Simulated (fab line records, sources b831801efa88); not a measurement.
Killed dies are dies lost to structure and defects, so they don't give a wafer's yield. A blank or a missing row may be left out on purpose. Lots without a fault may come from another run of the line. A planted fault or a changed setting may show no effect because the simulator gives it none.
fab line records -- flow sky130
record: lots: 6, wafers: 18, last_day: 48
route steps=708 shown LOCAL_INTERCONNECT@390 CONTACT@406 PAD_OPEN@708
lots with no fault: from the same line, run without faults
start_h: hours from the record's first day to the start of the lot's first wafer shown -- wait_h: time in hours since the lot's previous step -- " repeats the value in the row above -- L1.1+2: one row covering several wafers at once -- - no value, or no start was given -- * or withheld: withheld -- < > ~ a bound
route shown NAME@n: names a module that has steps shown in the file, with the first one's number in the route -- usual: mean and standard deviation over wafers with no fault -- same: alike in all rows -- chamber/n: place in a boat -- sites: each site's reading -- _std_site: their standard deviation -- _edge_site: outer sites' mean less inner sites' -- radius_mm: how far each site lies from the wafer's centre -- mask NAME#n: copy n -- behind: the tool/chamber that last shaped the wafer -- hold: cause of the lot's hold/its duration in hours/its outcome -- device: the transistor (n, p or np) that didn't switch -- end of line: the same wafers' tests at the end of the route -- a step with no rows: only its recipe -- killed: at the first sort, the dies lost to defects and structure; wafer yield is something else -- map: a wafer's dies, marking killed ones x, the rest . and places with no die _
set.NAME: the setting as run; set.NAME@STEP: as run at that earlier step -- model.NAME: the simulator's own value behind a step, which no gauge read
a table for each step, a row for each wafer; lots at some steps of the route
services: the hour from which a tool's chamber was out of use, counted from the record's first day as start_h (under 0 if before that day), plus the number of hours and why
== steps ==
step: SKY_LOCAL_INTERCONNECT_DEHYDRATE_03
recipe: temp_c: 200, time_s: 60
step: SKY_LOCAL_INTERCONNECT_HMDS_04
recipe: prime_time_s: 60, prime_temp_c: 120
step: SKY_LOCAL_INTERCONNECT_COAT_05
recipe: resist: BARC, temp_c: withheld, time_s: withheld, spin_rpm: 3000, resist_thk_nm: 60
step: SKY_LOCAL_INTERCONNECT_COAT_06
recipe: resist: KrF-thick, spin_rpm: 3000, resist_thk_nm: 442.9
step: SKY_LOCAL_INTERCONNECT_SOFTBAKE_07
recipe: temp_c: 100, time_s: 90, resist: KrF-thick
step: SKY_LOCAL_INTERCONNECT_EXPOSE_08
recipe: mask_id: LI1M, na: 0.8, source_shape: annular, sigma_inner: 0.55, sigma_outer: 0.85, target_cd_nm: 170, dose_mj: 28
step: SKY_LOCAL_INTERCONNECT_PEB_09
recipe: peb_temp_c: withheld, peb_time_s: withheld, resist: KrF-thick
step: SKY_LOCAL_INTERCONNECT_DEVELOP_10
recipe: develop_time_s: 60, resist: KrF-thick, dev_temp_c: 21
step: SKY_LOCAL_INTERCONNECT_CD_MEAS_11
recipe: target_cd_nm: 170
usual: cd_nm: 170.5/1.6
lot.wafer,tool,chamber,start_h,wait_h,cd_nm
L471.1,cd_sem-02,-,705.98,-,170.3
L471.3,cd_sem-02,-,705.98,-,171.4
L471.6,cd_sem-02,-,705.98,-,169.7
L473.1,cd_sem-02,-,718.01,-,172.7
L473.3,cd_sem-02,-,718.01,-,170.6
L473.6,cd_sem-02,-,718.01,-,171.7
L476.2,cd_sem-02,-,741.85,-,169.9
L476.4,cd_sem-02,-,741.85,-,169.5
L476.5,cd_sem-02,-,741.85,-,170.5
L477.3,cd_sem-02,-,752.57,-,170.5
L477.4,cd_sem-02,-,752.57,-,171.5
L477.6,cd_sem-02,-,752.57,-,170.8
L485.2,cd_sem-01,-,826.73,-,171.5
L485.3,cd_sem-01,-,826.73,-,172.4
L485.4,cd_sem-01,-,826.73,-,171.5
L484.1,cd_sem-01,-,827.33,-,169.5
L484.3,cd_sem-01,-,827.33,-,169.8
L484.6,cd_sem-01,-,827.33,-,170.0
step: SKY_LOCAL_INTERCONNECT_OVL_MEAS_12
usual: LOCAL_INTERCONNECT_OVL: -2/5.3
lot.wafer,tool,chamber,start_h,wait_h,LOCAL_INTERCONNECT_OVL[nm]
L471.1,overlay-02,-,706.10,0.1,10
L471.3,overlay-02,-,706.10,0.1,5
L471.6,overlay-02,-,706.10,0.1,12
L473.1,overlay-01,-,718.13,0.1,3
L473.3,overlay-01,-,718.13,0.1,1
L473.6,overlay-01,-,718.13,0.1,-1
L476.2,overlay-02,-,741.96,0.1,-3
L476.4,overlay-02,-,741.96,0.1,1
L476.5,overlay-02,-,741.96,0.1,-8
L477.3,overlay-02,-,752.67,0.1,10
L477.4,overlay-02,-,752.67,0.1,1
L477.6,overlay-02,-,752.67,0.1,1
L485.2,overlay-02,-,826.83,0.1,-3
L485.3,overlay-02,-,826.83,0.1,-4
L485.4,overlay-02,-,826.83,0.1,-8
L484.1,overlay-02,-,827.45,0.1,-6
L484.3,overlay-02,-,827.45,0.1,-4
L484.6,overlay-02,-,827.45,0.1,-1
step: SKY_LOCAL_INTERCONNECT_ETCH_13
recipe: chemistry: N2/H2, target: BARC, ion_energy_ev: 200, bias_w: 100, pressure_mtorr: 30, n2_flow_sccm: 100, h2_flow_sccm: 200, icp_w: 500, stop_on: SiO2, time_s: 45.9, target_depth_a: 600
usual: drypump_motor_current_A: 5.7/0.52, n2_flow_sccm: 99.96/0.29, oes_product_au: 0.854/0.0043, throttle_valve_pct: 13.224/0.0089
lot.wafer,tool,chamber,start_h,wait_h,drypump_motor_current_A,n2_flow_sccm,oes_product_au,rf_hours_counter_h,throttle_valve_pct
L471.1,rie_metal-04,0,706.14,0.0,4.9,100.39,0.853,10,13.228
L471.3,rie_metal-04,0,706.14,0.0,5.0,100.21,0.856,-,13.226
L471.6,rie_metal-04,1,706.14,0.0,6.1,100.63,0.859,-,13.234
L473.1,rie_metal-03,1,718.16,0.0,5.5,99.52,0.859,1,13.210
L473.3,rie_metal-03,0,718.16,0.0,5.8,99.90,0.850,-,13.210
L473.6,rie_metal-03,0,718.16,0.0,5.8,100.24,0.851,-,13.205
L476.2,rie_metal-04,1,741.99,0.0,6.1,99.65,0.850,12,13.228
L476.4,rie_metal-04,0,741.99,0.0,4.9,99.76,0.856,-,13.231
L476.5,rie_metal-04,0,741.99,0.0,5.0,99.56,0.853,-,13.216
L477.3,rie_metal-01,0,752.71,0.0,5.3,99.97,0.847,-,13.227
L477.4,rie_metal-01,1,752.71,0.0,6.6,100.10,0.855,-,13.236
L477.6,rie_metal-01,0,752.71,0.0,5.3,99.98,0.852,-,13.230
L485.2,rie_metal-04,0,826.86,0.0,4.9,99.78,0.846,15,13.214
L485.3,rie_metal-04,0,826.86,0.0,5.0,99.85,0.865,-,13.211
L485.4,rie_metal-04,1,826.86,0.0,6.1,100.06,0.860,-,13.225
L484.1,rie_metal-03,1,827.49,0.0,5.5,100.07,0.849,6,13.230
L484.3,rie_metal-03,1,827.49,0.0,5.5,100.15,0.850,-,13.236
L484.6,rie_metal-03,0,827.49,0.0,5.8,99.41,0.855,-,13.235
step: SKY_LOCAL_INTERCONNECT_METAL_ETCH_14
recipe: target_depth_nm: 110, stop_on: PSG, chemistry: Cl2/BCl3, target: TiN, resist_sidewall_deg: 88, pressure_mtorr: 10, icp_w: 900, bias_w: 48.5, Cl2_flow_sccm: 60, bcl3_flow_sccm: 30, time_s: 31.4
step: SKY_LOCAL_INTERCONNECT_STRIP_15
recipe: chemistry: O2/N2, power_w: 1400, pressure_mtorr: 1500, platen_temp_c: withheld, o2_flow_sccm: 3000, n2_flow_sccm: 300, overash_fraction: 0.5
usual: drypump_motor_current_A: 5.8/0.44, n2_flow_sccm: 300.1/0.82, oes_product_au: 0.424/0.0044, strip_time_to_endpoint_s: 4.646/0.022
lot.wafer,tool,chamber,start_h,wait_h,drypump_motor_current_A,n2_flow_sccm,oes_product_au,rf_hours_counter_h,strip_time_to_endpoint_s
L471.1,plasma_asher-02,1,706.25,0.0,5.4,300.1,0.425,25,4.636
L471.3,plasma_asher-02,0,706.25,0.0,6.3,300.1,0.423,-,4.645
L471.6,plasma_asher-02,0,706.25,0.0,6.3,301.0,0.423,-,4.650
L473.1,plasma_asher-01,0,718.28,0.0,6.4,301.9,0.425,102,4.660
L473.3,plasma_asher-01,1,718.28,0.0,5.0,298.1,0.421,-,4.639
L473.6,plasma_asher-01,1,718.28,0.0,5.0,299.6,0.426,-,4.651
L476.2,plasma_asher-03,1,742.10,0.0,5.7,300.7,0.430,62,4.662
L476.4,plasma_asher-03,1,742.10,0.0,5.7,300.4,0.425,-,4.636
L476.5,plasma_asher-03,0,742.10,0.0,5.9,298.9,0.415,-,4.619
L477.3,plasma_asher-01,1,752.84,0.1,5.0,300.2,0.419,-,4.638
L477.4,plasma_asher-01,0,752.84,0.1,6.4,299.7,0.424,-,4.633
L477.6,plasma_asher-01,1,752.84,0.1,5.0,300.6,0.421,-,4.629
L485.2,plasma_asher-03,0,826.98,0.0,5.9,300.9,0.427,70,4.652
L485.3,plasma_asher-03,1,826.98,0.0,5.7,300.4,0.433,-,4.650
L485.4,plasma_asher-03,0,826.98,0.0,5.9,300.3,0.421,-,4.713
L484.1,plasma_asher-03,1,827.60,0.0,5.6,298.9,0.423,70,4.643
L484.3,plasma_asher-03,0,827.60,0.0,5.9,301.0,0.420,-,4.630
L484.6,plasma_asher-03,0,827.60,0.0,5.9,300.3,0.431,-,4.663
step: SKY_LOCAL_INTERCONNECT_STRIP_16
recipe: chemistry: post_etch_residue_remover, time_s: 1200, temp_c: 72.5
step: SKY_LOCAL_INTERCONNECT_CLEAN_17
recipe: chemistry: IPA, time_s: 180, temp_c: 25
step: SKY_LOCAL_INTERCONNECT_CLEAN_18
recipe: chemistry: O3/DIW, dry: n2_spin
step: SKY_CONTACT_CVD_00
recipe: material: Si3N4, target_thk_nm: 75, temp_c: 400, time_s: withheld, rf_w: 450
usual: heater_power_w: 779/160
lot.wafer,tool,chamber,start_h,wait_h,heater_power_w
L471.1,pecvd-01,0,706.85,0.0,909
L471.3,pecvd-01,2,706.85,0.0,896
L471.6,pecvd-01,0,706.85,0.0,899
L473.1,pecvd-04,2,718.91,0.0,1025
L473.3,pecvd-04,2,718.91,0.0,839
L473.6,pecvd-04,0,718.91,0.0,568
L476.2,pecvd-02,2,742.70,0.0,761
L476.4,pecvd-02,0,742.70,0.0,899
L476.5,pecvd-02,2,742.70,0.0,768
L477.3,pecvd-02,2,753.40,0.0,938
L477.4,pecvd-02,0,753.40,0.0,876
L477.6,pecvd-02,1,753.40,0.0,843
L485.2,pecvd-01,1,827.60,0.0,530
L485.3,pecvd-01,0,827.60,0.0,867
L485.4,pecvd-01,1,827.60,0.0,525
L484.1,pecvd-02,0,828.20,0.0,824
L484.3,pecvd-02,0,828.20,0.0,831
L484.6,pecvd-02,0,828.20,0.0,830
step: SKY_CONTACT_THK_MEAS_01
recipe: reads: Si3N4_of_CONTACT_CVD_00
usual: CONTACT_CVD_00_THK: 74.9/0.92
lot.wafer,tool,chamber,start_h,wait_h,CONTACT_CVD_00_THK[nm]
L471.1,film_metro-01,-,706.88,-,72.9
L471.3,film_metro-01,-,706.88,-,74.0
L471.6,film_metro-01,-,706.88,-,74.0
L473.1,film_metro-01,-,718.96,-,75.8
L473.3,film_metro-01,-,718.96,-,76.6
L473.6,film_metro-01,-,718.96,-,76.0
L476.2,film_metro-01,-,742.74,-,73.1
L476.4,film_metro-01,-,742.74,-,75.5
L476.5,film_metro-01,-,742.74,-,75.2
L477.3,film_metro-04,-,753.45,-,73.8
L477.4,film_metro-04,-,753.45,-,75.8
L477.6,film_metro-04,-,753.45,-,74.5
L485.2,film_metro-01,-,827.64,-,74.2
L485.3,film_metro-01,-,827.64,-,73.6
L485.4,film_metro-01,-,827.64,-,75.8
L484.1,film_metro-03,-,828.25,-,74.0
L484.3,film_metro-03,-,828.25,-,75.7
L484.6,film_metro-03,-,828.25,-,75.4
step: SKY_CONTACT_HDPCVD_02
recipe: material: SiO2, target_thk_nm: 565, sigma_open_frac: 0.3, time_s: 94.2, temp_c: 600, sih4_flow_sccm: 60, pressure_mtorr: 6
step: SKY_CONTACT_THK_MEAS_03
recipe: reads: SiO2_of_CONTACT_HDPCVD_02
usual: CONTACT_HDPCVD_THK: 567/7.3
lot.wafer,tool,chamber,start_h,wait_h,CONTACT_HDPCVD_THK[nm]
L471.1,film_metro-03,-,707.01,0.0,566
L471.3,film_metro-03,-,707.01,0.0,565
L471.6,film_metro-03,-,707.01,0.0,566
L473.1,film_metro-03,-,719.09,0.0,569
L473.3,film_metro-03,-,719.09,0.0,556
L473.6,film_metro-03,-,719.09,0.0,572
L476.2,film_metro-03,-,742.87,0.0,574
L476.4,film_metro-03,-,742.87,0.0,572
L476.5,film_metro-03,-,742.87,0.0,568
L477.3,film_metro-03,-,753.58,0.1,581
L477.4,film_metro-03,-,753.58,0.1,571
L477.6,film_metro-03,-,753.58,0.1,573
L485.2,film_metro-04,-,827.77,0.0,573
L485.3,film_metro-04,-,827.77,0.0,563
L485.4,film_metro-04,-,827.77,0.0,576
L484.1,film_metro-01,-,828.38,0.0,559
L484.3,film_metro-01,-,828.38,0.0,574
L484.6,film_metro-01,-,828.38,0.0,572
step: SKY_CONTACT_CMP_04
recipe: material: SiO2, down_force_psi: 4, platen_rpm: 60, pad_velocity_m_s: 0.94248
step: SKY_CONTACT_BOW_MEAS_05
recipe: mode: bow
usual: CONTACT_BOW: 82/7
lot.wafer,tool,chamber,start_h,wait_h,CONTACT_BOW[um]
L471.1,film_metro-01,-,707.37,0.1,82
L471.3,film_metro-01,-,707.37,0.1,78
L471.6,film_metro-01,-,707.37,0.1,85
L473.1,film_metro-04,-,719.45,0.2,89
L473.3,film_metro-04,-,719.45,0.2,81
L473.6,film_metro-04,-,719.45,0.2,89
L476.2,film_metro-03,-,743.24,0.1,74
L476.4,film_metro-03,-,743.24,0.1,84
L476.5,film_metro-03,-,743.24,0.1,81
L477.3,film_metro-03,-,753.96,0.2,85
L477.4,film_metro-03,-,753.96,0.2,77
L477.6,film_metro-03,-,753.96,0.2,93
L485.2,film_metro-04,-,828.14,0.1,79
L485.3,film_metro-04,-,828.14,0.1,83
L485.4,film_metro-04,-,828.14,0.1,86
L484.1,film_metro-01,-,828.74,0.1,81
L484.3,film_metro-01,-,828.74,0.1,80
L484.6,film_metro-01,-,828.74,0.1,76
step: SKY_CONTACT_DEHYDRATE_06
recipe: temp_c: 200, time_s: 60
step: SKY_CONTACT_HMDS_07
recipe: prime_time_s: 60, prime_temp_c: 120
step: SKY_CONTACT_COAT_08
recipe: resist: BARC, temp_c: withheld, time_s: withheld, spin_rpm: 3000, resist_thk_nm: 60
step: SKY_CONTACT_COAT_09
recipe: resist: KrF-thick, spin_rpm: 3000, resist_thk_nm: 450
step: SKY_CONTACT_SOFTBAKE_10
recipe: temp_c: 99.42, time_s: 90, resist: KrF-thick
step: SKY_CONTACT_EXPOSE_11
recipe: mask_id: CTM1, na: 0.8, source_shape: annular, sigma_inner: 0.55, sigma_outer: 0.85, target_cd_nm: 170, dose_mj: 38
step: SKY_CONTACT_PEB_12
recipe: peb_temp_c: withheld, peb_time_s: withheld, resist: KrF-thick
step: SKY_CONTACT_DEVELOP_13
recipe: develop_time_s: 60, resist: KrF-thick, dev_temp_c: 21
step: SKY_CONTACT_CD_MEAS_14
recipe: target_cd_nm: 170
usual: cd_nm: 170.0/1.9
lot.wafer,tool,chamber,start_h,wait_h,cd_nm
L471.1,cd_sem-02,-,734.94,-,169.5
L471.3,cd_sem-02,-,734.94,-,170.2
L471.6,cd_sem-02,-,734.94,-,172.1
L473.1,cd_sem-01,-,747.09,-,168.8
L473.3,cd_sem-01,-,747.09,-,170.3
L473.6,cd_sem-01,-,747.09,-,170.5
L476.2,cd_sem-01,-,770.71,-,169.3
L476.4,cd_sem-01,-,770.71,-,171.3
L476.5,cd_sem-01,-,770.71,-,170.0
L477.3,cd_sem-02,-,781.17,-,171.4
L477.4,cd_sem-02,-,781.17,-,168.8
L477.6,cd_sem-02,-,781.17,-,170.0
L485.2,cd_sem-01,-,854.15,-,167.9
L485.3,cd_sem-01,-,854.15,-,167.2
L485.4,cd_sem-01,-,854.15,-,168.1
L484.1,cd_sem-02,-,854.69,-,169.2
L484.3,cd_sem-02,-,854.69,-,170.2
L484.6,cd_sem-02,-,854.69,-,170.2
step: SKY_CONTACT_OVL_MEAS_15
usual: CONTACT_OVL: -5/5.3
lot.wafer,tool,chamber,start_h,wait_h,CONTACT_OVL[nm]
L471.1,overlay-02,-,735.06,0.1,-11
L471.3,overlay-02,-,735.06,0.1,-8
L471.6,overlay-02,-,735.06,0.1,-4
L473.1,overlay-01,-,747.21,0.1,-11
L473.3,overlay-01,-,747.21,0.1,-2
L473.6,overlay-01,-,747.21,0.1,-5
L476.2,overlay-02,-,770.82,0.1,-4
L476.4,overlay-02,-,770.82,0.1,-9
L476.5,overlay-02,-,770.82,0.1,-6
L477.3,overlay-01,-,781.27,0.1,-5
L477.4,overlay-01,-,781.27,0.1,-4
L477.6,overlay-01,-,781.27,0.1,-6
L485.2,overlay-01,-,854.26,0.1,-7
L485.3,overlay-01,-,854.26,0.1,-9
L485.4,overlay-01,-,854.26,0.1,-5
L484.1,overlay-02,-,854.81,0.1,-5
L484.3,overlay-02,-,854.81,0.1,-5
L484.6,overlay-02,-,854.81,0.1,-6
step: SKY_CONTACT_ETCH_16
recipe: chemistry: N2/H2, target: BARC, ion_energy_ev: 200, source_w: 500, bias_w: 100, pressure_mtorr: 30, n2_flow_sccm: 100, h2_flow_sccm: 200, stop_on: SiO2, time_s: 45.9, target_depth_a: 600
usual: drypump_motor_current_A: 5.5/0.46, n2_flow_sccm: 99.97/0.27, oes_product_au: 0.854/0.004, throttle_valve_pct: 13.225/0.0095
lot.wafer,tool,chamber,start_h,wait_h,drypump_motor_current_A,n2_flow_sccm,oes_product_au,rf_hours_counter_h,throttle_valve_pct
L471.1,rie_diel-01,2,735.10,0.0,4.8,99.85,0.863,37,13.238
L471.3,rie_diel-01,3,735.10,0.0,5.5,99.98,0.856,4,13.216
L471.6,rie_diel-01,1,735.10,0.0,5.6,100.01,0.858,-,13.227
L473.1,rie_diel-02,2,747.25,0.0,6.4,99.98,0.856,64,13.220
L473.3,rie_diel-02,0,747.25,0.0,5.9,99.86,0.851,4,13.208
L473.6,rie_diel-02,0,747.25,0.0,5.9,99.55,0.854,-,13.213
L476.2,rie_diel-04,2,770.85,0.0,4.9,100.21,0.862,22,13.236
L476.4,rie_diel-04,3,770.85,0.0,6.0,99.88,0.853,8,13.222
L476.5,rie_diel-04,0,770.85,0.0,5.4,100.28,0.858,-,13.226
L477.3,rie_diel-01,2,781.29,0.0,4.8,99.42,0.853,38,13.223
L477.4,rie_diel-01,1,781.29,0.0,5.6,100.15,0.854,23,13.227
L477.6,rie_diel-01,0,781.29,0.0,5.8,99.44,0.855,-,13.233
L485.2,rie_diel-02,1,854.29,0.0,5.1,100.45,0.855,2,13.217
L485.3,rie_diel-02,3,854.29,0.0,5.4,99.97,0.859,12,13.237
L485.4,rie_diel-02,2,854.29,0.0,6.4,99.83,0.857,0,13.217
L484.1,rie_diel-04,2,854.85,0.0,4.9,100.32,0.852,25,13.223
L484.3,rie_diel-04,1,854.85,0.0,4.9,100.14,0.853,5,13.241
L484.6,rie_diel-04,1,854.85,0.0,4.9,99.99,0.853,-,13.239
step: SKY_CONTACT_ETCH_17
recipe: target: SiO2, chemistry: C4F8/O2/Ar, stop_on: Si3N4, mask_material: KrF-thick, source_w: 1500, bias_w: 1200, pressure_mtorr: 40, c4f8_flow_sccm: withheld, O2_flow_sccm: 6, Ar_flow_sccm: 300, time_s: withheld, target_depth_a: 3400
step: SKY_CONTACT_ETCH_18
recipe: target: Si3N4, chemistry: CHF3/O2, stop_on: TiN, source_w: 600, bias_w: 200, pressure_mtorr: 40, chf3_flow_sccm: 50, O2_flow_sccm: 5, time_s: 39, target_depth_a: 750
usual: O2_flow_sccm: 4.998/0.015, drypump_motor_current_A: 5.5/0.46, oes_product_au: 0.854/0.0074, throttle_valve_pct: 8.794/0.0081
lot.wafer,tool,chamber,start_h,wait_h,O2_flow_sccm,drypump_motor_current_A,oes_product_au,rf_hours_counter_h,throttle_valve_pct
L471.1,rie_diel-01,2,-,-,4.990,4.8,0.845,37,8.794
L471.3,rie_diel-01,3,-,-,4.980,5.5,0.854,4,8.809
L471.6,rie_diel-01,1,-,-,5.017,5.6,0.838,-,8.794
L473.1,rie_diel-02,2,-,-,5.005,6.4,0.863,64,8.805
L473.3,rie_diel-02,0,-,-,5.026,5.9,0.867,4,8.774
L473.6,rie_diel-02,0,-,-,5.013,5.9,0.867,-,8.796
L476.2,rie_diel-04,2,-,-,5.009,4.9,0.842,22,8.793
L476.4,rie_diel-04,3,-,-,4.978,6.0,0.859,8,8.792
L476.5,rie_diel-04,0,-,-,4.993,5.4,0.849,-,8.798
L477.3,rie_diel-01,2,-,-,4.990,4.8,0.844,38,8.785
L477.4,rie_diel-01,1,-,-,4.993,5.6,0.864,23,8.801
L477.6,rie_diel-01,0,-,-,5.002,5.8,0.864,-,8.792
L485.2,rie_diel-02,1,-,-,4.981,5.1,0.850,2,8.789
L485.3,rie_diel-02,3,-,-,4.994,5.4,0.850,13,8.786
L485.4,rie_diel-02,2,-,-,4.977,6.4,0.864,0,8.796
L484.1,rie_diel-04,2,-,-,5.016,4.9,0.853,25,8.787
L484.3,rie_diel-04,1,-,-,4.981,4.9,0.866,5,8.788
L484.6,rie_diel-04,1,-,-,5.012,5.0,0.854,-,8.786
step: SKY_CONTACT_STRIP_19
recipe: chemistry: O2/N2, power_w: 1400, pressure_mtorr: 1500, platen_temp_c: withheld, o2_flow_sccm: 3000, n2_flow_sccm: 300, overash_fraction: 0.5
step: SKY_CONTACT_STRIP_20
recipe: chemistry: post_etch_residue_remover, time_s: 1200, temp_c: 72.5
step: SKY_CONTACT_CLEAN_21
recipe: chemistry: IPA, time_s: 180, temp_c: 25
step: SKY_CONTACT_CLEAN_22
recipe: chemistry: O3/DIW, dry: n2_spin
step: SKY_CONTACT_SPUTTER_23
recipe: material: TiN, target_thk_nm: 20, chamber_pressure_pa: 5, power_w: 4000, time_s: 80
usual: throttle_valve_pct: 29.8/0.76
lot.wafer,tool,chamber,start_h,wait_h,throttle_valve_pct
L471.1,pvd_sputter-04,-,735.82,0.0,29.9
L471.3,pvd_sputter-04,-,735.82,0.0,31.0
L471.6,pvd_sputter-04,-,735.82,0.0,31.0
L473.1,pvd_sputter-01,-,747.98,0.0,29.5
L473.3,pvd_sputter-01,-,747.98,0.0,30.2
L473.6,pvd_sputter-01,-,747.98,0.0,30.0
L476.2,pvd_sputter-04,-,771.57,0.0,31.2
L476.4,pvd_sputter-04,-,771.57,0.0,30.8
L476.5,pvd_sputter-04,-,771.57,0.0,30.1
L477.3,pvd_sputter-01,-,782.01,0.0,29.8
L477.4,pvd_sputter-01,-,782.01,0.0,30.2
L477.6,pvd_sputter-01,-,782.01,0.0,30.1
L485.2,pvd_sputter-03,-,855.02,0.0,29.6
L485.3,pvd_sputter-03,-,855.02,0.0,29.2
L485.4,pvd_sputter-03,-,855.02,0.0,29.0
L484.1,pvd_sputter-01,-,855.60,0.0,29.4
L484.3,pvd_sputter-01,-,855.60,0.0,30.2
L484.6,pvd_sputter-01,-,855.60,0.0,29.9
step: SKY_CONTACT_CVD_24
recipe: material: W, target_thk_nm: 340, time_s: 102.12, temp_c: 400, pressure_torr: 40
step: SKY_CONTACT_RS_MEAS_25
recipe: thk_meas_gauge: four-point-probe, reads: W_of_CONTACT_CVD_24+TiN_of_CONTACT_SPUTTER_23
usual: CONTACT_W_RS: 0.338/0.004
lot.wafer,tool,chamber,start_h,wait_h,CONTACT_W_RS[ohm/sq]
L471.1,film_metro-04,-,735.99,0.1,0.337
L471.3,film_metro-04,-,735.99,0.1,0.337
L471.6,film_metro-04,-,735.99,0.1,0.335
L473.1,film_metro-03,-,748.15,0.1,0.335
L473.3,film_metro-03,-,748.15,0.1,0.345
L473.6,film_metro-03,-,748.15,0.1,0.343
L476.2,film_metro-03,-,771.76,0.1,0.336
L476.4,film_metro-03,-,771.76,0.1,0.333
L476.5,film_metro-03,-,771.76,0.1,0.336
L477.3,film_metro-03,-,782.22,0.1,0.333
L477.4,film_metro-03,-,782.22,0.1,0.336
L477.6,film_metro-03,-,782.22,0.1,0.333
L485.2,film_metro-04,-,855.21,0.1,0.341
L485.3,film_metro-04,-,855.21,0.1,0.345
L485.4,film_metro-04,-,855.21,0.1,0.339
L484.1,film_metro-03,-,855.78,0.1,0.339
L484.3,film_metro-03,-,855.78,0.1,0.344
L484.6,film_metro-03,-,855.78,0.1,0.338
step: SKY_PAD_OPEN_PROBE_99
usual: killed_at_M0_to_M3: 44/6.9, killed_at_M4_up: 3.3/1.7, killed_at_contacts: 24/4.7, killed_at_front_end: 15/4.5, killed_at_other: 0.2/0.49, killed_dies: 86/8.4, killed_open: 47/6.5, killed_short: 39/6
same: gross_dies: 492, killed_at_back_side: 0
lot.wafer,tool,chamber,start_h,wait_h,killed_at_M0_to_M3,killed_at_M4_up,killed_at_contacts,killed_at_front_end,killed_at_other,killed_dies,killed_open,killed_short
L471.1,prober-01,-,1072.76,0.1,43,5,26,19,0,93,54,39
L471.3,prober-01,-,1072.86,0.2,49,2,19,20,0,90,53,37
L471.6,prober-01,-,1073.01,0.2,44,3,31,22,1,101,57,44
L485.3,prober-01,-,1162.45,0.2,53,2,39,7,0,101,42,40
L484.1,prober-02,-,1162.67,0.1,35,6,43,9,1,94,34,38
killed by level:class
L471.1 CONTACT:geometric_particle:open=10 VIA1:geometric_particle:open=10 VIA2:geometric_particle:open=9 FIELD_ISO:geometric_particle:short=7 VIA3:geometric_particle:open=7 FIELD_ISO:geometric_particle:open=6 LI_CONTACT:geometric_particle:short=5 CONTACT:geometric_particle:short=5
L471.3 VIA1:geometric_particle:open=13 METAL1:geometric_particle:short=9 FIELD_ISO:geometric_particle:short=6 CONTACT:geometric_particle:open=6 VIA2:geometric_particle:open=6 VIA3:geometric_particle:open=6 LI_CONTACT:geometric_particle:open=5 FIELD_ISO:geometric_particle:open=4
L471.6 CONTACT:geometric_particle:open=14 VIA1:geometric_particle:open=11 FIELD_ISO:geometric_particle:short=9 VIA3:geometric_particle:open=7 METAL2:geometric_particle:short=6 FIELD_ISO:geometric_particle:open=5 LOCAL_INTERCONNECT:geometric_particle:short=5 CONTACT:geometric_particle:short=5
L485.3 LOCAL_INTERCONNECT:unspecified=19 VIA1:geometric_particle:open=15 METAL1:geometric_particle:short=10 VIA3:geometric_particle:open=7 LOCAL_INTERCONNECT:geometric_particle:short=5 CONTACT:geometric_particle:open=5 METAL2:geometric_particle:short=5 VIA2:geometric_particle:open=5
L484.1 LOCAL_INTERCONNECT:unspecified=22 CONTACT:geometric_particle:open=7 VIA1:geometric_particle:open=7 VIA1:geometric_particle:short=6 VIA2:geometric_particle:open=6 METAL4:geometric_particle:short=6 LI_CONTACT:geometric_particle:open=5 FIELD_ISO:geometric_particle:short=4
map L484.1 (x killed, . not)
__________..x..x...x_________
________..x.........xx_______
______..x......x..xxxxxx_____
_____......x......xxxxxxx____
____xx..x....x......xxxxxx___
___...........xx.....x..xx.__
__xx......x.....x.....x..x.._
_.x.....xx.....x..xx.........
_......x...x............x....
_.........x.xx............x..
_...x.....x....x...........x.
_.x..............x...........
_........xx..x.x.............
_..........x..x..x...........
_...............x............
__......x................x.._
___.x.x....x............x..__
____.x.x...x..........x..x___
_____......x...xx..x..x..____
______.......x........x._____
________..x..xx.x....._______
__________......xx.._________
map L485.3 (x killed, . not)
__________...x...xxx_________
________..x......xxxxx_______
______.......x....x.xxxx_____
_____..x...x..x..x..xxxxx____
____....x..x..x.x..x.xx.xx___
___............x.x....x....__
__..............x........x.x_
_.....x.....x.x........x.....
_xxx.............x.x.x.......
_.....x..........x.xx....x..x
_..x.........x.........xx.x..
_...x....x........x.......x..
_.x.x..............xx..x.....
_..x.x.......x..............x
_....x...x.x...x..........x..
__.........................._
___..........x............x__
____.x......x.......x.....___
_____..x....x......xxx.x.____
______xx..x...x...x...x._____
________x........xx..._______
__________...xx....._________
== services ==
tool,chamber,start_h,hours,kind
rie_metal-04,-,685.75,2.8,pm
plasma_asher-03,-,691.11,0.6,repair
rie_diel-04,-,691.91,0.3,repair
rie_metal-01,-,693.32,2.8,pm
rie_metal-03,-,700.93,1.4,pm
plasma_asher-02,-,704.44,0.4,repair
pecvd-04,1,707.74,17.7,repair
pvd_sputter-03,-,710.50,0.7,repair
pecvd-04,-,712.21,4.3,pm
plasma_asher-03,-,714.25,14.6,pm
rie_metal-04,-,715.06,1.1,repair
rie_metal-04,-,716.94,0.3,repair
pecvd-02,-,722.85,2.2,repair
rie_diel-02,-,729.15,0.4,repair
plasma_asher-03,-,730.17,1.0,repair
plasma_asher-01,-,733.75,9.0,pm
plasma_asher-03,-,749.54,1.2,repair
rie_diel-02,-,750.06,3.0,repair
rie_metal-04,0,751.44,2.2,repair
plasma_asher-03,-,778.02,0.7,repair
rie_diel-04,-,783.03,0.3,repair
pvd_sputter-04,-,806.81,2.7,repair
rie_diel-01,-,834.08,14.6,pm
pecvd-02,0,835.89,8.6,repair
== key ==
first_sign: step: SKY_PAD_OPEN_PROBE_99, reading: killed_at_contacts, direction: up, sigmas: 3.6, usual: 24, struck: 41
effect none on later readings
met_at SKY_LOCAL_INTERCONNECT_STRIP_15
struck_wafers L484.1,L485.3
tester_left_out L484,L485
onset_between 742.10 826.98
fault: kind: chamber_particle_source, tool: plasma_asher-03, chamber: 1, onset_h: 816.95, steps: SKY_LOCAL_INTERCONNECT_STRIP_15, rate_per_visit_cm2: 1.0805, end_h: 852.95
tester_left_out: of these lots the tester's yield and bins aren't shown, on N5 and GAA mostly nor the transistor test; their killed dies are dies lost to structure and defects alone, not to doping, threshold or leakage, so they don't give the yield
